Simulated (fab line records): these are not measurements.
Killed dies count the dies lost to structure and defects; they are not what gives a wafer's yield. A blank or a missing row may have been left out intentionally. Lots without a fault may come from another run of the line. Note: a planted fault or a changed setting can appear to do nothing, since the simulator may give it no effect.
fab line records -- flow sky130
record lots=14, wafers=42, lastDay=50
route steps=708 shown DNWELL@43
lots untouched by any fault: they come from a run of this same line in which no faults occurred
startH: hours from the record's first day to the start of the lot's first wafer shown -- waitH: hours from the lot's prior step to this one -- " repeats the value in the row above -- L1.1+2: several wafers, shown together as one row -- - either no value or no given start -- * or withheld: withheld -- < > ~ a bound
route shown NAME@n: names a module that has steps shown in the file, with the first one's number in the route -- usual: mean/standard deviation of fault-free wafers -- same: alike in all rows -- chamber/n: place in a boat -- sites: each site's reading -- _std_site: their standard deviation -- _edge_site: inner sites' mean taken away from outer sites' mean -- radiusMm: for every site, how far away it sits from the centre of the wafer -- mask NAME#n: copy n -- behind: the tool/chamber that last shaped the wafer -- hold: reason for holding the lot/hours on hold/outcome of the hold -- device: transistor that didn't switch, given as n, p or np -- end of line: at the end of the route, the tests of the same wafers -- a step without rows: its recipe alone -- killed: at the first sort, the dies lost to defects and structure; wafer yield is something else -- map: the dies of a wafer, with x for killed, . for not killed, _ for no die there
set.NAME: the setting as run; set.NAME@STEP: as run at that earlier step -- model.NAME: the simulator's own value behind a step, which no gauge read
the route's steps for a sample of lots (tables are steps, rows are wafers)
services: from which hour (startH, from the record's first day; less than 0 if before it) a tool's chamber was out of use, for how many hours, and why
## steps
# step SKY_DNWELL_STRIP_08
# recipe chemistry=O2/N2, powerW=1400, pressureMtorr=1500, platenTempC=withheld, o2FlowSccm=3000, n2FlowSccm=300, overashFraction=0.5
# usual drypumpMotorCurrentA=5.7/0.43, n2FlowSccm=300.1/0.86, oesProductAu=0.722/0.0045, stripTimeToEndpointS=36.92/0.1
lot.wafer,tool,chamber,startH,waitH,drypumpMotorCurrentA,n2FlowSccm,oesProductAu,rfHoursCounterH,stripTimeToEndpointS
L817.2,plasmaAsher-01,0,59.01,0.1,5.3,299.7,0.729,25,36.81
L817.4,plasmaAsher-01,0,59.01,0.1,5.3,298.2,0.724,-,36.91
L817.5,plasmaAsher-01,1,59.01,0.1,5.4,300.3,0.725,-,36.83
L818.2,plasmaAsher-01,0,62.21,0.1,5.3,300.2,0.724,26,36.90
L818.3,plasmaAsher-01,1,62.21,0.1,5.4,299.5,0.716,-,36.80
L818.6,plasmaAsher-01,1,62.21,0.1,5.5,300.5,0.729,-,36.87
L820.1,plasmaAsher-02,1,76.61,0.1,5.6,299.7,0.731,39,36.88
L820.2,plasmaAsher-02,0,76.61,0.1,5.6,299.8,0.727,39,36.94
L820.3,plasmaAsher-02,0,76.61,0.1,5.6,299.4,0.727,-,36.83
L821.1,plasmaAsher-01,0,80.68,0.1,5.2,300.1,0.719,28,36.98
L821.3,plasmaAsher-01,0,80.68,0.1,5.3,300.8,0.718,-,36.99
L821.4,plasmaAsher-01,1,80.68,0.1,5.4,298.1,0.721,-,37.00
L822.4,plasmaAsher-01,1,83.92,0.1,5.4,300.4,0.717,-,37.18
L822.5,plasmaAsher-01,0,83.92,0.1,5.3,300.2,0.716,-,37.21
L822.6,plasmaAsher-01,1,83.92,0.1,5.4,300.5,0.723,-,37.20
L823.1,plasmaAsher-02,0,90.54,0.1,5.6,300.8,0.716,41,37.04
L823.2,plasmaAsher-02,1,90.54,0.1,5.6,299.7,0.724,41,36.85
L823.3,plasmaAsher-02,1,90.54,0.1,5.7,300.7,0.714,-,37.00
L824.1,plasmaAsher-02,1,96.23,0.1,5.6,299.6,0.720,41,36.85
L824.3,plasmaAsher-02,0,96.23,0.1,5.6,299.5,0.722,-,36.77
L824.6,plasmaAsher-02,1,96.23,0.1,5.7,301.0,0.727,-,36.85
L825.2,plasmaAsher-03,0,100.48,0.1,5.8,301.7,0.724,41,36.95
L825.4,plasmaAsher-03,0,100.48,0.1,5.7,301.6,0.726,-,36.96
L825.6,plasmaAsher-03,0,100.48,0.1,5.7,300.7,0.720,-,37.06
L828.2,plasmaAsher-03,0,115.48,0.1,5.7,299.4,0.731,42,37.00
L828.5,plasmaAsher-03,1,115.48,0.1,6.7,300.6,0.720,-,36.87
L828.6,plasmaAsher-03,0,115.48,0.1,5.7,300.8,0.720,-,36.99
L833.1,plasmaAsher-02,1,147.29,0.1,5.6,299.2,0.727,3,36.96
L833.5,plasmaAsher-02,0,147.29,0.1,5.6,239.8,0.719,-,36.84
L833.6,plasmaAsher-02,1,147.29,0.1,5.7,299.3,0.718,-,36.95
L834.1,plasmaAsher-02,1,151.40,0.1,5.6,300.6,0.725,3,37.04
L834.2,plasmaAsher-02,0,151.40,0.1,5.6,240.7,0.724,3,37.10
L834.4,plasmaAsher-02,1,151.40,0.1,5.6,300.4,0.721,-,37.07
L837.1,plasmaAsher-03,0,168.15,0.1,5.7,300.4,0.726,47,36.83
L837.4,plasmaAsher-03,0,168.15,0.1,5.7,299.8,0.729,-,36.81
L837.6,plasmaAsher-03,0,168.15,0.1,5.7,299.0,0.730,-,36.99
L838.4,plasmaAsher-01,0,172.37,0.1,5.3,299.2,0.715,-,37.02
L838.5,plasmaAsher-01,1,172.37,0.1,5.4,301.1,0.721,-,37.08
L838.6,plasmaAsher-01,0,172.37,0.1,5.3,300.3,0.717,-,37.07
L839.4,plasmaAsher-03,0,179.12,0.1,5.7,299.0,0.726,-,36.85
L839.5,plasmaAsher-03,1,179.12,0.1,6.7,300.8,0.722,-,36.92
L839.6,plasmaAsher-03,0,179.12,0.1,5.7,300.8,0.720,-,36.95
## services
tool,chamber,startH,hours,kind
plasmaAsher-01,-,95.17,1.8,repair
plasmaAsher-02,-,108.75,9.0,pm
plasmaAsher-02,0,108.75,9.0,ventCycle
plasmaAsher-02,1,108.75,9.0,ventCycle
plasmaAsher-01,-,108.78,1.1,repair
plasmaAsher-02,-,117.02,0.3,repair
plasmaAsher-02,0,117.75,-,clean
plasmaAsher-02,1,117.75,-,clean
plasmaAsher-03,-,136.37,2.6,repair
## key
firstSign step=SKY_DNWELL_STRIP_08, reading=n2FlowSccm, direction=down, sigmas=70, usual=300.1, struck=240.3
effect none on later readings
metAt SKY_DNWELL_STRIP_08
struckLots L833,L834
struckWafers L833.5,L834.2
testerLeftOut L833,L834
onsetBetween 96.23 147.29
fault kind=processParameterDrift, tool=plasmaAsher-02, chamber=0, onsetH=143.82, steps=SKY_DNWELL_STRIP_08, channel=n2FlowSccm, offset=-60, shape=step, endH=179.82, actsIn=theseRecipesOnly, stated=300
# testerLeftOut: of these lots the tester's yield and bins aren't shown, on N5 and GAA mostly nor the transistor test; their killed dies are dies lost to structure and defects alone, not to doping, threshold or leakage, so they don't give the yield
